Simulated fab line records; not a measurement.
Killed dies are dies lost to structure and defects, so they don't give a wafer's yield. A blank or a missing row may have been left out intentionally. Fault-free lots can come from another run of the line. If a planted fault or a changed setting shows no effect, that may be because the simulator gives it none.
Commonality check across tools :: flow gf180mcu :: 12 lots, 36 wafers sampled

== WHY IT WAS OPENED ==
Of 12 lots, 3 have the reading LVPWELL_RS flagged at GF_VT_IMPLANT_RS_MEAS_48. Wafers without a fault read 1197.9 ohm/sq, standard deviation 2.6.
Rule: flag the lot when none of its wafers has a number, or when each of its wafers that has one lies beyond 4 standard deviations from that mean. All remaining lots are regarded as sound.

lot: L652
measured: day 7 19:44
on: filmMetro-01
LVPWELL_RS (ohm/sq), wafer by wafer: 1197.8 1200.5 1198.6
flag: 

lot: L653
measured: day 7 20:49
on: filmMetro-02
LVPWELL_RS (ohm/sq), wafer by wafer: 1199.7 1201.0 1195.7
flag: 

lot: L654
measured: day 8 10:14
on: filmMetro-01
LVPWELL_RS (ohm/sq), wafer by wafer: 1199.2 1201.6 1198.5
flag: 

lot: L655
measured: day 8 16:05
on: filmMetro-02
LVPWELL_RS (ohm/sq), wafer by wafer: 1198.6 1204.9 1199.3
flag: 

lot: L658
measured: day 9 08:47
on: filmMetro-01
LVPWELL_RS (ohm/sq), wafer by wafer: 1325.1 1320.4 1319.1
flag: FLAGGED

lot: L659
measured: day 9 23:25
on: filmMetro-02
LVPWELL_RS (ohm/sq), wafer by wafer: 1319.3 1320.5 1327.3
flag: FLAGGED

lot: L665
measured: day 11 17:20
on: filmMetro-01
LVPWELL_RS (ohm/sq), wafer by wafer: 1324.2 1325.0 1325.0
flag: FLAGGED

lot: L667
measured: day 12 07:32
on: filmMetro-02
LVPWELL_RS (ohm/sq), wafer by wafer: 1195.4 1195.2 1198.9
flag: 

lot: L670
measured: day 13 03:57
on: filmMetro-01
LVPWELL_RS (ohm/sq), wafer by wafer: 1198.2 1198.6 1199.4
flag: 

lot: L672
measured: day 13 19:46
on: filmMetro-01
LVPWELL_RS (ohm/sq), wafer by wafer: 1198.4 1196.9 1200.9
flag: 

lot: L673
measured: day 13 21:26
on: filmMetro-02
LVPWELL_RS (ohm/sq), wafer by wafer: 1191.6 1196.2 1192.9
flag: 

lot: L674
measured: day 14 02:58
on: filmMetro-03
LVPWELL_RS (ohm/sq), wafer by wafer: 1200.4 1202.8 1197.3
flag: 
Average over the flagged lots: 1322.9 ohm/sq; offset from the usual +125.0 ohm/sq, equal to +48 standard deviations.

== LOT BY LOT: THE TOOL USED ==
Before the reading, the record contains 3 process steps out of a 602-step route. Read each cell as the tool, then ch plus the chambers that the sampled wafers visited, then the start.
lot: L652
flag: 
GF_NWELL_STRIP_10: plasmaAsher-04 ch 0, day 3 13:08
GF_LVPWELL_IMPLANT_09: implanter-04 ch 0, day 4 03:01
GF_LVPWELL_STRIP_10: plasmaAsher-04 ch 0,1, day 4 03:08

lot: L653
flag: 
GF_NWELL_STRIP_10: plasmaAsher-03 ch 0,1, day 3 17:46
GF_LVPWELL_IMPLANT_09: implanter-04 ch 0, day 4 07:00
GF_LVPWELL_STRIP_10: plasmaAsher-01 ch 0,1, day 4 07:09

lot: L654
flag: 
GF_NWELL_STRIP_10: plasmaAsher-01 ch 1, day 3 23:55
GF_LVPWELL_IMPLANT_09: implanter-01 ch 0, day 4 14:06
GF_LVPWELL_STRIP_10: plasmaAsher-02 ch 0,1, day 4 14:15

lot: L655
flag: 
GF_NWELL_STRIP_10: plasmaAsher-04 ch 0,1, day 4 07:50
GF_LVPWELL_IMPLANT_09: implanter-02 ch 0, day 4 21:40
GF_LVPWELL_STRIP_10: plasmaAsher-01 ch 0,1, day 4 21:47

lot: L658
flag: FLAGGED
GF_NWELL_STRIP_10: plasmaAsher-01 ch 0,1, day 4 21:09
GF_LVPWELL_IMPLANT_09: implanter-04 ch 0, day 5 11:08
GF_LVPWELL_STRIP_10: plasmaAsher-01 ch 0,1, day 5 11:17

lot: L659
flag: FLAGGED
GF_NWELL_STRIP_10: plasmaAsher-03 ch 0,1, day 5 05:06
GF_LVPWELL_IMPLANT_09: implanter-04 ch 0, day 5 22:56
GF_LVPWELL_STRIP_10: plasmaAsher-04 ch 0,1, day 5 23:05

lot: L665
flag: FLAGGED
GF_NWELL_STRIP_10: plasmaAsher-04 ch 0,1, day 6 15:58
GF_LVPWELL_IMPLANT_09: implanter-04 ch 0, day 7 06:53
GF_LVPWELL_STRIP_10: plasmaAsher-02 ch 1, day 7 07:02

lot: L667
flag: 
GF_NWELL_STRIP_10: plasmaAsher-04 ch 0,1, day 7 04:03
GF_LVPWELL_IMPLANT_09: implanter-01 ch 0, day 7 19:16
GF_LVPWELL_STRIP_10: plasmaAsher-02 ch 1, day 7 19:23

lot: L670
flag: 
GF_NWELL_STRIP_10: plasmaAsher-04 ch 0,1, day 7 20:22
GF_LVPWELL_IMPLANT_09: implanter-02 ch 0, day 8 12:41
GF_LVPWELL_STRIP_10: plasmaAsher-01 ch 0,1, day 8 12:48

lot: L672
flag: 
GF_NWELL_STRIP_10: plasmaAsher-01 ch 0,1, day 8 08:19
GF_LVPWELL_IMPLANT_09: implanter-01 ch 0, day 9 01:17
GF_LVPWELL_STRIP_10: plasmaAsher-01 ch 0,1, day 9 01:26

lot: L673
flag: 
GF_NWELL_STRIP_10: plasmaAsher-04 ch 0,1, day 8 08:58
GF_LVPWELL_IMPLANT_09: implanter-01 ch 0, day 9 02:17
GF_LVPWELL_STRIP_10: plasmaAsher-02 ch 0,1, day 9 02:26

lot: L674
flag: 
GF_NWELL_STRIP_10: plasmaAsher-04 ch 0,1, day 8 14:34
GF_LVPWELL_IMPLANT_09: implanter-02 ch 0, day 9 08:05
GF_LVPWELL_STRIP_10: plasmaAsher-02 ch 0,1, day 9 08:14
These steps, and what they do:
- GF_NWELL_STRIP_10: strips in O2/N2.
- GF_LVPWELL_IMPLANT_09
- GF_LVPWELL_STRIP_10: strips in O2/N2.
- GF_VT_IMPLANT_RS_MEAS_48: measures by four-point-probe.

== FLAGGED AGAINST TOTAL, ONE TOOL AT A TIME (gauges that did the reading follow at the end) ==
step: GF_NWELL_STRIP_10
tool: plasmaAsher-01
lots run: 3
flagged: 1
share of the flagged lots: some
sound lots run after its first flagged lot: 1 (L672)

step: GF_NWELL_STRIP_10
tool: plasmaAsher-03
lots run: 2
flagged: 1
share of the flagged lots: some
sound lots run after its first flagged lot: 0

step: GF_NWELL_STRIP_10
tool: plasmaAsher-04
lots run: 7
flagged: 1
share of the flagged lots: some
sound lots run after its first flagged lot: 4 (L667,L670,L673,L674)

step: GF_LVPWELL_IMPLANT_09
tool: implanter-01
lots run: 4
flagged: 0
share of the flagged lots: none
sound lots run after its first flagged lot: -

step: GF_LVPWELL_IMPLANT_09
tool: implanter-02
lots run: 3
flagged: 0
share of the flagged lots: none
sound lots run after its first flagged lot: -

step: GF_LVPWELL_IMPLANT_09
tool: implanter-04
lots run: 5
flagged: 3
share of the flagged lots: all
sound lots run after its first flagged lot: 0

step: GF_LVPWELL_STRIP_10
tool: plasmaAsher-01
lots run: 5
flagged: 1
share of the flagged lots: some
sound lots run after its first flagged lot: 2 (L670,L672)

step: GF_LVPWELL_STRIP_10
tool: plasmaAsher-02
lots run: 5
flagged: 1
share of the flagged lots: some
sound lots run after its first flagged lot: 3 (L667,L673,L674)

step: GF_LVPWELL_STRIP_10
tool: plasmaAsher-04
lots run: 2
flagged: 1
share of the flagged lots: some
sound lots run after its first flagged lot: 0

step: GF_VT_IMPLANT_RS_MEAS_48
tool: filmMetro-01
lots run: 6
flagged: 2
share of the flagged lots: some
sound lots run after its first flagged lot: 2 (L670,L672)

step: GF_VT_IMPLANT_RS_MEAS_48
tool: filmMetro-02
lots run: 5
flagged: 1
share of the flagged lots: some
sound lots run after its first flagged lot: 2 (L667,L673)

step: GF_VT_IMPLANT_RS_MEAS_48
tool: filmMetro-03
lots run: 1
flagged: 0
share of the flagged lots: none
sound lots run after its first flagged lot: -

== THE TABLE: WHAT IT ALLOWS ==
Rows of the table that ran each flagged lot: 1, that is implanter-04 at GF_LVPWELL_IMPLANT_09.
- implanter-04 at GF_LVPWELL_IMPLANT_09: 3 of its 5 lots flagged. Its last sound lot is L653 (day 4 07:00), its first flagged lot L658 (day 5 11:08): a fault that began between those two fits. Its own readings (doseIonsCm2, faradayCurrentUA) fall more than 4 standard deviations out on all wafers of the flagged lots.
One tool is left: implanter-04 at GF_LVPWELL_IMPLANT_09.

== WHAT THE SIMULATOR HAD INSERTED ==
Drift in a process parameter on implanter-04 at GF_LVPWELL_IMPLANT_09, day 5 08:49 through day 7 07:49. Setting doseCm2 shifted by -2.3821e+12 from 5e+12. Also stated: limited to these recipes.
Lots struck among those shown: L658, L659, L665. The rule above reached the same finding.
